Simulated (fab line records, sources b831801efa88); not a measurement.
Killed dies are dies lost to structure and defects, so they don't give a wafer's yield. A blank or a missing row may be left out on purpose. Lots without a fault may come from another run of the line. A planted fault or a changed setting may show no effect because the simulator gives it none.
Which tool did it? | flow sky130 | 13 lots, 37 wafers sampled, at 3 steps of a route of 708

WHAT THE GAUGES READ, wafer by wafer
SKY_VIA1_RS_MEAS_22: measures by four-point-probe. Usual: VIA1_W_RS 0.430 ohm/sq, standard deviation 0.0046.
lot  | measured     | on            | VIA1_W_RS (ohm/sq) | flag
L707 | day 35 12:44 | film_metro-03 | 0.429 0.426 0.423  |
L709 | day 35 23:56 | film_metro-02 | 0.426 0.433 0.430  |
L708 | day 36 00:51 | film_metro-02 | 0.429 0.436 0.427  |
L711 | day 36 17:33 | film_metro-03 | 0.423 0.432 0.425  |
L713 | day 37 08:39 | film_metro-03 | 0.427 0.431 0.425  |
L714 | day 37 16:57 | film_metro-01 | 0.433 0.429 0.432  |
L716 | day 38 14:32 | film_metro-03 | 0.424 0.274        | OFF
L717 | day 38 20:17 | film_metro-01 | 0.424 0.273        | OFF
L725 | day 40 23:32 | film_metro-03 | 0.432 0.424 0.431  |
L724 | day 41 02:44 | film_metro-03 | 0.429 0.422 0.423  |
L727 | day 41 12:52 | film_metro-03 | 0.433 0.432 0.431  |
L728 | day 41 19:06 | film_metro-01 | 0.428 0.431 0.430  |
L730 | day 42 02:38 | film_metro-01 | 0.435 0.427 0.433  |

SKY_VIA1_THK_MEAS_23: measures by xrf. Usual: VIA1_W_THK 273 nm, standard deviation 3.2.
lot  | measured     | on            | VIA1_W_THK (nm) | flag
L707 | day 35 12:51 | film_metro-03 | 272 276 276     |
L709 | day 36 00:02 | film_metro-02 | 277 274 273     |
L708 | day 36 00:58 | film_metro-02 | 276 269 276     |
L711 | day 36 17:40 | film_metro-03 | 275 271 277     |
L713 | day 37 08:46 | film_metro-03 | 275 272 274     |
L714 | day 37 17:04 | film_metro-01 | 273 275 275     |
L716 | day 38 14:37 | film_metro-03 | 274 424         | OFF
L717 | day 38 20:24 | film_metro-01 | 279 437         | OFF
L725 | day 40 23:40 | film_metro-03 | 271 278 272     |
L724 | day 41 02:51 | film_metro-03 | 272 276 274     |
L727 | day 41 12:59 | film_metro-03 | 268 269 270     |
L728 | day 41 19:11 | film_metro-01 | 276 274 277     |
L730 | day 42 02:45 | film_metro-01 | 275 278 274     |

WHICH TOOL RAN EACH LOT (tool, then ch and the chambers of the sampled wafers, then the start)
lot  | SKY_VIA1_CVD_21
L707 | cvd_w-01 ch 0,1, day 35 12:38
L709 | cvd_w-02 ch 0,1, day 35 23:50
L708 | cvd_w-01 ch 0,1, day 36 00:46
L711 | cvd_w-01 ch 0,1, day 36 17:27
L713 | cvd_w-01 ch 0,1, day 37 08:32
L714 | cvd_w-02 ch 0,1, day 37 16:52
L716 | cvd_w-01 ch 0,1, day 38 14:26
L717 | cvd_w-01 ch 0,1, day 38 20:11
L725 | cvd_w-02 ch 0,1, day 40 23:27
L724 | cvd_w-02 ch 0,1, day 41 02:38
L727 | cvd_w-01 ch 0,1, day 41 12:47
L728 | cvd_w-02 ch 0,1, day 41 18:59
L730 | cvd_w-01 ch 0, day 42 02:28
- SKY_VIA1_CVD_21: deposits W, target thk 270 nm, time 80.902 s.

WHAT THE TOOLS THEMSELVES READ (means of the sampled wafers that have a number; where no wafer has one, the mark that the record gives instead)
SKY_VIA1_CVD_21. Usual: heater_power_w 906 W, standard deviation 86.
lot  | tool     | heater_power_w (W) | flag
L707 | cvd_w-01 | 962                |
L709 | cvd_w-02 | 879                |
L708 | cvd_w-01 | 943                |
L711 | cvd_w-01 | 927                |
L713 | cvd_w-01 | 957                |
L714 | cvd_w-02 | 935                |
L716 | cvd_w-01 | 954                |
L717 | cvd_w-01 | 948                |
L725 | cvd_w-02 | 845                |
L724 | cvd_w-02 | 827                |
L727 | cvd_w-01 | 930                |
L728 | cvd_w-02 | 851                |
L730 | cvd_w-01 | 978                |

THE ANSWER, worked out from the rows above alone
Rule: a lot is off if the mean of its wafers that have a number lies more than 3 standard deviations from the usual mean. A lot without any number at a reading at which 4 lots or more have one is off too. The other lots that the step has rows for count as sound. The gauges are gone through in route order, then the tools' own readings, and for those a lot's mean is taken as printed above. The first step at which some lot is off is used, and at that step the reading that is off furthest; a lot without a number counts as furthest.
Off: L716, L717, at SKY_VIA1_RS_MEAS_22 (VIA1_W_RS).
A tool fits if, at a process step before that reading, it ran every lot that is off, and no sound lot after the first of them. The gauges at SKY_VIA1_RS_MEAS_22 are tried like those tools. None of those tried fits.

WHAT THE SIMULATOR HAD PUT IN
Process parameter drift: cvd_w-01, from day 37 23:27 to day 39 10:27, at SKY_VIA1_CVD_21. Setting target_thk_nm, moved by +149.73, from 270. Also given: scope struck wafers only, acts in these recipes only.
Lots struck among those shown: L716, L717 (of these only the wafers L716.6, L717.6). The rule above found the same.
